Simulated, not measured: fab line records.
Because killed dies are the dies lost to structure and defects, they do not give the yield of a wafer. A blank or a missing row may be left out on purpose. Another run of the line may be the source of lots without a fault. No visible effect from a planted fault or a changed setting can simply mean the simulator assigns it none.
fab line records	flow sky130
record: lots: 15	wafers: 45	last_day: 50
route steps=708 shown FIELD_ISO@17 PWDE@52 VT_ADJUST_HVTP@93 PAD_OPEN@708
lots that met no fault: taken from a fault-free run of the same line
start_h: hours from the record's first day to the start of the lot's first wafer shown	wait_h: hours since the lot's step before	" the same as in the row above	L1.1+2: a row that stands for several wafers	- no value present, or no start provided	* or withheld: withheld	< > ~ a bound
route shown NAME@n: names a module that has steps shown in the file, with the first one's number in the route	usual: mean/standard deviation of fault-free wafers	same: alike in all rows	chamber/n: place in a boat	sites: the reading at each site	_std_site: the values' standard deviation	_edge_site: inner sites' mean taken away from outer sites' mean	radius_mm: how far each site lies from the wafer's centre	mask NAME#n: copy n	behind: the most recent tool/chamber to have shaped the wafer	hold: cause of the lot's hold/its duration in hours/its outcome	device: transistor that didn't switch, given as n, p or np	end of line: at the end of the route, the tests of the same wafers	a step given without rows: its recipe and nothing more	killed: dies lost to structure and defects at the first sort, not the wafer's yield	map: dies across one wafer; x = killed, . = not, _ = none there
set.NAME: the setting the step ran with; set.NAME@STEP: the setting that earlier step ran with	model.NAME: the simulator's own value behind a step, which no gauge read
the route's steps for a sample of lots (tables are steps, rows are wafers)
services: the hour from which a tool's chamber was out of use, counted from the record's first day as start_h (under 0 if before that day), plus the number of hours and why
== steps ==
step: SKY_FIELD_ISO_STRIP_16
recipe: chemistry: O2/N2	power_w: 1400	pressure_mtorr: 1500	platen_temp_c: withheld	o2_flow_sccm: 3000	n2_flow_sccm: 300	overash_fraction: 0.5
usual: chamber_pressure_mTorr: 1500.2/1.5	drypump_motor_current_A: 5.8/0.43	oes_product_au: 0.378/0.0048	overash_fraction: 0.5/0	strip_time_to_endpoint_s: 3.55/0.062
lot.wafer	tool	chamber	start_h	wait_h	chamber_pressure_mTorr	drypump_motor_current_A	oes_product_au	overash_fraction	rf_hours_counter_h	strip_time_to_endpoint_s
L783.1	plasma_asher-04	1	28.96	0.0	1498.5	5.5	0.382	0.5	38	3.61
L783.3	"	0	"	"	1499.4	6.6	0.379	0.5	-	3.52
L783.6	"	1	"	"	1496.9	5.4	0.383	0.5	-	3.51
L784.1	plasma_asher-01	0	35.36	0.0	1500.2	6.1	0.383	0.5	36	3.69
L784.4	"	1	"	"	1499.1	5.7	0.384	0.5	-	3.53
L784.5	"	1	"	"	1498.9	5.7	0.380	0.5	-	3.66
L786.1	plasma_asher-04	1	44.10	0.0	1499.9	5.5	0.387	0.5	40	3.68
L786.4	"	1	"	"	1499.4	5.5	0.379	0.5	-	3.63
L786.6	"	1	"	"	1499.4	5.5	0.381	0.5	-	3.65
L787.1	plasma_asher-04	1	50.05	0.0	1501.4	5.5	0.381	0.5	41	3.53
L787.3	"	1	"	"	1496.7	5.5	0.379	0.5	-	3.58
L787.6	"	1	"	"	1501.2	5.5	0.382	0.5	-	3.58
L791.3	plasma_asher-03	1	70.46	0.1	-	-	-	-	-	-
L791.5	"	1	"	"	-	-	-	-	-	-
L791.6	"	0	"	"	-	-	-	-	-	-
L792.1	plasma_asher-04	1	75.00	0.0	-	-	-	-	-	-
L792.2	"	0	"	"	-	-	-	-	-	-
L792.5	"	0	"	"	-	-	-	-	-	-
L793.2	plasma_asher-01	1	80.00	0.0	-	-	-	-	-	-
L793.4	"	1	"	"	-	-	-	-	-	-
L793.6	"	0	"	"	-	-	-	-	-	-
L796.1	plasma_asher-01	0	95.63	0.0	1500.8	6.1	0.377	0.5	43	3.55
L796.2	"	1	"	"	1499.2	5.7	0.378	0.5	43	3.52
L796.3	"	0	"	"	1500.1	6.1	0.383	0.5	-	3.63
L798.3	plasma_asher-01	0	107.68	0.1	1498.9	6.1	0.375	0.5	-	3.52
L798.4	"	1	"	"	1499.0	5.7	0.378	0.5	-	3.56
L798.5	"	1	"	"	1501.1	5.7	0.378	0.5	-	3.56
L799.2	plasma_asher-03	1	112.51	0.0	1500.8	5.3	0.378	0.5	38	3.56
L799.3	"	0	"	"	1500.4	5.3	0.381	0.5	-	3.49
L799.5	"	1	"	"	1500.6	5.3	0.373	0.5	-	3.49
L800.2	plasma_asher-01	1	116.41	0.0	1500.2	5.7	0.387	0.5	45	3.56
L800.4	"	0	"	"	1498.6	6.1	0.374	0.5	-	3.50
L800.6	"	1	"	"	1500.7	5.7	0.371	0.5	-	3.50
L801.1	plasma_asher-01	0	124.43	0.0	1501.0	6.1	0.380	0.5	46	3.48
L801.4	"	1	"	"	1500.6	5.7	0.375	0.5	-	3.48
L801.5	"	0	"	"	1501.7	6.1	0.369	0.5	-	3.48
L802.2	plasma_asher-03	1	127.78	0.0	1500.4	5.2	0.373	0.5	40	3.57
L802.3	"	1	"	"	1502.8	5.2	0.376	0.5	-	3.56
L802.5	"	1	"	"	1502.8	5.2	0.376	0.5	-	3.61
L804.2	plasma_asher-04	0	138.60	0.0	1502.6	6.6	0.377	0.5	2	3.61
L804.4	"	1	"	"	1500.1	5.5	0.378	0.5	-	3.55
L804.5	"	0	"	"	1498.1	6.6	0.381	0.5	-	3.55
L806.1	plasma_asher-04	0	148.53	0.0	1501.9	6.6	0.377	0.5	3	3.41
L806.4	"	0	"	"	1501.6	6.6	0.368	0.5	-	3.48
L806.5	"	0	"	"	1499.1	6.6	0.380	0.5	-	3.42
step: SKY_PWDE_OVL_MEAS_07
usual: PWDE_OVL: 0.0/1.3
lot.wafer	tool	chamber	start_h	wait_h	PWDE_OVL[nm]
L783.1	overlay-02	-	71.95	-	2.0
L783.3	"	-	"	"	0.7
L783.6	"	-	"	"	-0.4
L784.1	overlay-01	-	77.18	-	1.6
L784.4	"	-	"	"	0.3
L784.5	"	-	"	"	0.6
L786.1	overlay-01	-	83.08	-	0.3
L786.4	"	-	"	"	0.2
L786.6	"	-	"	"	0.2
L787.1	overlay-01	-	89.18	-	-2.2
L787.3	"	-	"	"	-0.7
L787.6	"	-	"	"	-0.7
L796.1	overlay-02	-	139.89	-	-1.1
L796.2	"	-	"	"	-0.2
L796.3	"	-	"	"	-1.0
L798.3	overlay-02	-	154.11	-	1.1
L798.4	"	-	"	"	0.8
L798.5	"	-	"	"	0.5
L799.2	overlay-01	-	159.64	-	1.3
L799.3	"	-	"	"	1.9
L799.5	"	-	"	"	1.5
L800.2	overlay-02	-	164.34	-	0.6
L800.4	"	-	"	"	0.4
L800.6	"	-	"	"	-0.2
L801.1	overlay-02	-	171.70	-	-2.6
L801.4	"	-	"	"	-1.3
L801.5	"	-	"	"	-1.1
L802.2	overlay-01	-	177.94	-	0.1
L802.3	"	-	"	"	-0.5
L802.5	"	-	"	"	-0.5
L804.2	overlay-01	-	187.71	-	-0.1
L804.4	"	-	"	"	-1.1
L804.5	"	-	"	"	-0.9
L806.1	overlay-02	-	196.83	-	-2.4
L806.4	"	-	"	"	0.1
L806.5	"	-	"	"	1.6
step: SKY_VT_ADJUST_HVTP_OVL_MEAS_08
usual: VT_ADJUST_HVTP_OVL: 0.3/1.6
lot.wafer	tool	chamber	start_h	wait_h	VT_ADJUST_HVTP_OVL[nm]
L783.1	overlay-02	-	125.75	0.1	2.2
L783.3	"	-	"	"	1.9
L783.6	"	-	"	"	0.9
L784.1	overlay-01	-	131.35	0.1	-0.2
L784.4	"	-	"	"	-1.5
L784.5	"	-	"	"	-1.0
L786.1	overlay-01	-	137.38	0.1	-0.2
L786.4	"	-	"	"	-0.3
L786.6	"	-	"	"	0.3
L787.1	overlay-01	-	144.35	0.1	-0.2
L787.3	"	-	"	"	1.3
L787.6	"	-	"	"	2.3
L796.1	overlay-01	-	203.13	0.1	0.6
L796.2	"	-	"	"	-0.3
L796.3	"	-	"	"	-0.6
L798.3	overlay-02	-	219.09	0.1	-0.5
L798.4	"	-	"	"	0.4
L798.5	"	-	"	"	-1.6
L799.2	overlay-02	-	225.51	0.1	-0.5
L799.3	"	-	"	"	0.5
L799.5	"	-	"	"	0.8
L800.2	overlay-02	-	231.00	0.1	-1.6
L800.4	"	-	"	"	1.3
L800.6	"	-	"	"	-0.5
L801.1	overlay-02	-	239.83	0.1	-0.8
L801.4	"	-	"	"	-0.5
L801.5	"	-	"	"	-2.3
L802.2	overlay-02	-	245.28	0.1	-1.7
L802.3	"	-	"	"	-0.7
L802.5	"	-	"	"	-0.6
L804.2	overlay-01	-	256.53	0.1	2.2
L804.4	"	-	"	"	2.8
L804.5	"	-	"	"	2.5
L806.1	overlay-02	-	267.33	0.1	-1.0
L806.4	"	-	"	"	0.6
L806.5	"	-	"	"	-0.9
step: SKY_PAD_OPEN_PROBE_99
usual: killed_at_M0_to_M3: 43/6.7	killed_at_M4_up: 3.1/1.9	killed_at_contacts: 25/5	killed_at_front_end: 15/4	killed_at_other: 0.4/0.69	killed_dies: 87/9.2	killed_on_rim: 17/3.6	killed_open: 46/7.1	killed_short: 40/6.8
same: gross_dies: 492	killed_at_back_side: 0
lot.wafer	tool	chamber	start_h	wait_h	killed_at_M0_to_M3	killed_at_M4_up	killed_at_contacts	killed_at_front_end	killed_at_other	killed_dies	killed_on_rim	killed_open	killed_short
L791.3	prober-01	-	1127.06	0.2	40	4	26	422	0	492	96	58	32
L791.5	prober-01	-	1127.16	0.2	33	6	19	434	0	492	96	43	28
L791.6	prober-01	-	1127.21	0.2	40	4	26	422	0	492	96	53	35
L792.1	prober-02	-	1129.51	0.1	35	3	35	418	1	492	96	49	38
L792.2	prober-02	-	1129.56	0.1	39	2	24	427	0	492	96	41	39
L792.5	prober-02	-	1129.71	0.2	40	6	30	416	0	492	96	37	52
L793.2	prober-01	-	1141.37	0.1	38	9	20	425	0	492	96	47	38
L793.4	prober-01	-	1141.47	0.2	59	4	22	407	0	492	96	55	44
L793.6	prober-01	-	1141.57	0.2	43	0	29	420	0	492	96	53	34
L796.1	prober-01	-	1155.94	0.1	43	1	26	16	0	86	16	44	42
L796.2	prober-01	-	1155.99	0.1	55	5	25	14	0	99	22	42	53
L796.3	prober-01	-	1156.04	0.2	38	2	31	15	0	86	13	46	38
killed by level:class
L791.3 FIELD_ISO:area_oxidation=402 VIA1:geometric_particle:open=13 CONTACT:geometric_particle:open=12 VIA3:geometric_particle:open=6 LI_CONTACT:geometric_particle:open=5 METAL1:geometric_particle:short=5 FIELD_ISO:geometric_particle:open=4 POLY_GATE:geometric_particle:short=4
L791.5 FIELD_ISO:area_oxidation=420 VIA1:geometric_particle:open=8 CONTACT:geometric_particle:open=8 POLY_GATE:geometric_particle:short=7 VIA2:geometric_particle:open=6 LI_CONTACT:geometric_particle:open=5 VIA3:geometric_particle:open=4 POLY_GATE:geometric_particle:open=3
L791.6 FIELD_ISO:area_oxidation=404 VIA1:geometric_particle:open=15 CONTACT:geometric_particle:open=13 METAL1:geometric_particle:short=5 LI_CONTACT:geometric_particle:open=5 POLY_GATE:geometric_particle:open=4 LI_CONTACT:geometric_particle:short=4 VIA1:geometric_particle:short=4
L792.1 FIELD_ISO:area_oxidation=405 CONTACT:geometric_particle:open=18 VIA1:geometric_particle:open=7 LOCAL_INTERCONNECT:geometric_particle:short=7 CONTACT:geometric_particle:short=7 FIELD_ISO:geometric_particle:open=5 VIA2:geometric_particle:open=5 FIELD_ISO:geometric_particle:short=4
L792.2 FIELD_ISO:area_oxidation=412 LI_CONTACT:geometric_particle:open=8 VIA1:geometric_particle:open=7 CONTACT:geometric_particle:open=7 VIA1:geometric_particle:short=6 CONTACT:geometric_particle:short=5 METAL1:geometric_particle:short=4 VIA2:geometric_particle:short=4
L792.5 FIELD_ISO:area_oxidation=402 CONTACT:geometric_particle:short=9 CONTACT:geometric_particle:open=8 VIA1:geometric_particle:open=7 LOCAL_INTERCONNECT:geometric_particle:short=7 FIELD_ISO:geometric_particle:short=6 VIA1:geometric_particle:short=5 METAL2:geometric_particle:short=5
L793.2 FIELD_ISO:area_oxidation=405 VIA1:geometric_particle:open=10 VIA3:geometric_particle:open=8 CONTACT:geometric_particle:open=6 FIELD_ISO:geometric_particle:short=5 POLY_GATE:geometric_particle:short=5 VIA1:geometric_particle:short=5 METAL2:geometric_particle:short=5
L793.4 FIELD_ISO:area_oxidation=392 VIA1:geometric_particle:open=14 VIA3:geometric_particle:open=10 METAL1:geometric_particle:short=8 LI_CONTACT:geometric_particle:open=7 CONTACT:geometric_particle:open=7 METAL2:geometric_particle:short=7 VIA3:geometric_particle:short=6
L793.6 FIELD_ISO:area_oxidation=404 CONTACT:geometric_particle:open=12 VIA1:geometric_particle:open=8 VIA3:geometric_particle:open=8 METAL2:geometric_particle:short=7 LI_CONTACT:geometric_particle:open=6 VIA2:geometric_particle:open=6 POLY_GATE:geometric_particle:open=5
L796.1 VIA1:geometric_particle:open=10 LI_CONTACT:geometric_particle:open=9 VIA1:geometric_particle:short=9 CONTACT:geometric_particle:open=8 CONTACT:geometric_particle:short=7 METAL1:geometric_particle:short=7 POLY_GATE:geometric_particle:short=5 FIELD_ISO:geometric_particle:short=3
L796.2 VIA1:geometric_particle:short=10 VIA1:geometric_particle:open=10 METAL1:geometric_particle:short=9 CONTACT:geometric_particle:open=8 VIA2:geometric_particle:open=7 METAL2:geometric_particle:short=6 CONTACT:geometric_particle:short=5 VIA2:geometric_particle:short=4
L796.3 CONTACT:geometric_particle:open=9 LI_CONTACT:geometric_particle:open=8 FIELD_ISO:geometric_particle:open=7 VIA1:geometric_particle:short=7 CONTACT:geometric_particle:short=6 VIA1:geometric_particle:open=6 VIA2:geometric_particle:short=6 POLY_GATE:geometric_particle:open=5
== services ==
tool	chamber	start_h	hours	kind
plasma_asher-03	-	28.47	3.5	repair
plasma_asher-03	-	31.02	20.3	repair
plasma_asher-03	-	35.24	1.2	repair
plasma_asher-03	-	38.38	3.4	repair
plasma_asher-04	-	108.75	9.0	pm
plasma_asher-04	0	108.75	9.0	vent_cycle
plasma_asher-04	1	108.75	9.0	vent_cycle
plasma_asher-04	0	117.75	-	clean
plasma_asher-04	1	117.75	-	clean
plasma_asher-01	-	137.87	3.3	repair
== key ==
first_sign: step: SKY_FIELD_ISO_STRIP_16	reading: tool_record	direction: missing
effect: step: SKY_PAD_OPEN_PROBE_99	reading: killed_at_front_end	direction: up	sigmas: 99+	usual: 15	struck: 421
more_kills_born_at: SKY_FIELD_ISO_OXIDATION_22@furnace-02: 2427	SKY_FIELD_ISO_OXIDATION_22@furnace-01: 1219
met_at SKY_FIELD_ISO_STRIP_16
struck_lots L791,L792,L793
later_rows_left_out L791.3,L791.5,L791.6,L792.1,L792.2,L792.5,L793.2,L793.4,L793.6
tester_left_out L791,L792,L793
not_acting_at SKY_PWDE_OVL_MEAS_07,SKY_VT_ADJUST_HVTP_OVL_MEAS_08
onset_between 50.05 70.46
fault: kind: skipped_step_whole	tool: plasma_asher-01,plasma_asher-03,plasma_asher-04	chamber: -	onset_h: 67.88	steps: SKY_FIELD_ISO_STRIP_16	scope: struck_lots_only
tester_left_out: of these lots the tester's yield and bins aren't shown, on N5 and GAA mostly nor the transistor test; their killed dies are dies lost to structure and defects alone, not to doping, threshold or leakage, so they don't give the yield
later_rows_left_out: the simulator's readings of these wafers behind a module that went badly wrong aren't trusted and aren't shown, but for the sort
